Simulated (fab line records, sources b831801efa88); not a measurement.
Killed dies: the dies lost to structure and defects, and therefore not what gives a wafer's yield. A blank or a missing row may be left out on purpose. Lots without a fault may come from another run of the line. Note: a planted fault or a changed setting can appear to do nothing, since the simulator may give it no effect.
The same fault as seen by 2 desks + flow gf180mcu + each desk has only its own numbers; what lay behind them comes last

AT THE METROLOGY DESK
Means of the sampled wafers that have a number, per lot and without regard to the tool the lot ran on: this is what the gauges read. A lot is out of limits, marked OUT, if its mean lies more than 4 standard deviations from the usual mean; the brackets give that distance.
Columns: A = POLY_GATE_CVD_00_THK at GF_POLY_GATE_THK_MEAS_01, usual 200.3 nm; B = V3_CVD_00_THK at GF_V3_THK_MEAS_01, usual 600 nm
| lot  | first seen here | A               | B   |
|------|-----------------|-----------------|-----|
| L435 | day 8 12:40     | 202.4           | 605 |
| L437 | day 8 23:26     | 201.3           | 601 |
| L439 | day 9 12:47     | 203.2           | 595 |
| L440 | day 9 16:16     | 201.8           | 606 |
| L442 | day 10 04:23    | 201.6           | 599 |
| L444 | day 11 01:47    | 198.3           | 600 |
| L445 | day 11 07:28    | 199.9           | 596 |
| L448 | day 12 05:55    | 199.3           | 595 |
| L451 | day 13 03:37    | 225.2 (+13) OUT | 595 |
| L453 | day 13 14:39    | 223.7 (+12) OUT | 595 |
| L454 | day 13 22:52    | 202.3           | 596 |
| L455 | day 14 11:01    | 200.5           | 599 |
| L458 | day 15 18:10    | 199.7           | 594 |
This desk's finding: out of limits on L451, L453; first on L451, day 13 03:37 (POLY_GATE_CVD_00_THK at GF_POLY_GATE_THK_MEAS_01). L435, L437, L439, L440, L442, L444, L445, L448, L454, L455, L458 stayed within limits.

DESK OF THE TOOL OWNER: lpcvd-01
The tool's own readings at GF_POLY_GATE_CVD_00 (deposits poly-Si, target thk 200 nm, time 1200 s): means of the sampled wafers that have a number, for each lot that ran on this tool. A lot is out of limits, marked OUT, if its mean lies more than 4 standard deviations from the usual mean; the brackets give that distance.
Columns: A = pressure-mtorr at GF_POLY_GATE_CVD_00, usual 199.9 mTorr; B = susceptor-temp-C at GF_POLY_GATE_CVD_00, usual 620.05 C; C = zone-power-centre-pct at GF_POLY_GATE_CVD_00, usual 9.1 %
| lot  | first seen here | A     | B      | C   |
|------|-----------------|-------|--------|-----|
| L437 | day 8 22:05     | 199.9 | 620.17 | 9.6 |
| L439 | day 9 11:26     | 200.0 | 619.79 | 9.5 |
| L440 | day 9 14:56     | 200.2 | 620.05 | 7.4 |
| L442 | day 10 03:04    | 200.1 | 620.04 | 9.5 |
| L444 | day 10 23:47    | 199.2 | 620.18 | 7.4 |
| L451 | day 13 02:17    | 199.9 | 619.98 | 7.4 |
| L453 | day 13 13:19    | 200.2 | 620.11 | 9.4 |
This desk's finding: nothing out of limits on any of the 7 lots.

TAKEN TOGETHER
An alarm was possible from the metrology desk at day 13 03:37, on L451, L453.
Nothing out of limits was seen by the tool owner's desk.
The tool owner's desk has L451, L453 on record, within its limits.
GF_POLY_GATE_CVD_00 was run on lpcvd-01 by each of the lots named.

WHAT THE SIMULATOR PUT IN
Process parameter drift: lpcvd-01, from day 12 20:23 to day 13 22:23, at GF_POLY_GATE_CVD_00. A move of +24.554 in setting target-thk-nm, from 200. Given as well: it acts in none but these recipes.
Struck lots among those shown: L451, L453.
Hours from the fault's start to each desk's first reading out of limits: the metrology desk, 7.
